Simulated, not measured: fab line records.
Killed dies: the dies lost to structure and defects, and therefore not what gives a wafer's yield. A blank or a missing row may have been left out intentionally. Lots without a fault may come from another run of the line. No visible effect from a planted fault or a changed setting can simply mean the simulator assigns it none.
Struck lot and sound lot, side by side / flow sky130 / 15 out of 708 route steps
Sound: wafers L750.2, L750.4, L750.5. Wafers struck: L743.1, L743.2, L743.5. The cause is given at the end.
For every step that has rows: the tool of each side, followed by ch and its chambers, followed by its first start. Under that, the readings that differ: sound wafers / struck wafers / difference of the means / sigmas: that difference in standard deviations of wafers without a fault.
alike: readings with means less than 2 such deviations apart, plus words and numbers identical on both sides. not compared: withheld readings, readings lacking a value on some wafer, bounds such as >300 that could conceal the same value, and numbers that have no deviation in the record and whose values overlap.
Wherever a step has rows on one side only, a row that says differs or no value, or a row with sigmas, the two part there. When numbers do not overlap yet have no deviation, they are printed without sigmas and do not part them. A reading that every wafer of one side lacks parts them only if that side has two wafers or more.

first, 7 steps without rows for these wafers: SKY_METAL4_HMDS_06 (prime time 60 s); SKY_METAL4_COAT_07 (resist thk 59.37 nm); SKY_METAL4_COAT_08 (resist thk 1140 nm); SKY_METAL4_SOFTBAKE_09 (time 90 s); SKY_METAL4_EXPOSE_10 (exposes mask MM4, target cd 300 nm); SKY_METAL4_PEB_11; SKY_METAL4_DEVELOP_12 (develop time 60 s).
SKY_METAL4_CD_MEAS_13 targets a cd of 300 nm.
  sound on cd_sem-02 at day 46 13:01; struck on cd_sem-02 at day 44 21:23
reading=cd_nm (nm); sound=303.6 303.2 301.8; struck=298.6 299.3 298.6; difference=-4.0; sigmas=-3
SKY_METAL4_OVL_MEAS_14:
  sound on overlay-02 at day 46 13:07; struck on overlay-01 at day 44 21:30
  alike: METAL4_OVL
SKY_METAL4_DESCUM_15: chemistry O2, time 8 s.
  sound on rie_metal-04 ch 0,1, day 46 13:09; struck on rie_metal-03 ch 0,1, day 44 21:32
  alike: drypump_motor_current_A, oes_product_au
  not compared: rf_hours_counter_h
SKY_METAL4_ETCH_16: etches BARC in N2/H2, stops on SiO2, time 88.2 s, target depth 60 nm.
  sound on rie_metal-04 ch 0,1, day 46 13:11; struck on rie_metal-03 ch 0,1, day 44 21:34
  alike: bias_w, chamber_pressure_mTorr, drypump_motor_current_A, oes_product_au, throttle_valve_pct
  not compared: rf_hours_counter_h
SKY_METAL4_ETCH_17: etches SiO2 in C4F8/O2/Ar, stops on TiN, time 3.9 s, target depth 15 nm.
  sound on rie_diel-01 ch 0,1, day 46 13:17; struck on rie_diel-03 ch 0,1,2, day 44 21:40
  alike: bias_w, chamber_pressure_mTorr, oes_product_au
  not compared: rf_hours_counter_h
SKY_METAL4_METAL_ETCH_18: etches the open film in Cl2/BCl3, stops on SiO2, target depth 845 nm, time 183.1 s.
  sound on rie_metal-02 ch 0,1, day 46 13:18; struck on rie_metal-02 ch 0,1, day 44 21:41
  no value came back on the struck wafers for any of 6 readings (bcl3_flow_sccm (sccm), bias_w (W) and others); on the sound wafers bcl3_flow_sccm (sccm) reads 29.96 30.00 29.94
reading=model.KrF-thick_of_METAL4_COAT_08.thk_nm (nm); sound=521.6 525.9 524; struck=1079 1077 1077; difference=+554; sigmas=
reading=model.SiO2_of_VIA3_HDPCVD_00.thk_nm (nm); sound=434.4 435.7 433.5; struck=460.9 461.3 460.6; difference=+26.4; sigmas=
  not compared: rf_hours_counter_h
SKY_METAL4_STRIP_19: strips in O2/N2.
  sound on plasma_asher-02 ch 0,1, day 46 13:28; struck on plasma_asher-03 ch 0,1, day 44 21:52
reading=oes_product_au (a.u.); sound=0.499 0.504 0.508; struck=0.707 0.717 0.725; difference=+0.213; sigmas=+39
reading=strip_time_to_endpoint_s (s); sound=6.46 6.52 6.51; struck=11.88 11.85 11.86; difference=+5.37; sigmas=+85
  alike: drypump_motor_current_A
  not compared: rf_hours_counter_h
then, 1 step without rows for these wafers: SKY_METAL4_STRIP_20 (strips in post etch residue remover, time 1200 s).

WHERE THEY PART
Last at SKY_METAL4_STRIP_19 as far as this record goes, first at SKY_METAL4_CD_MEAS_13.

WHY: whatever the simulator had introduced
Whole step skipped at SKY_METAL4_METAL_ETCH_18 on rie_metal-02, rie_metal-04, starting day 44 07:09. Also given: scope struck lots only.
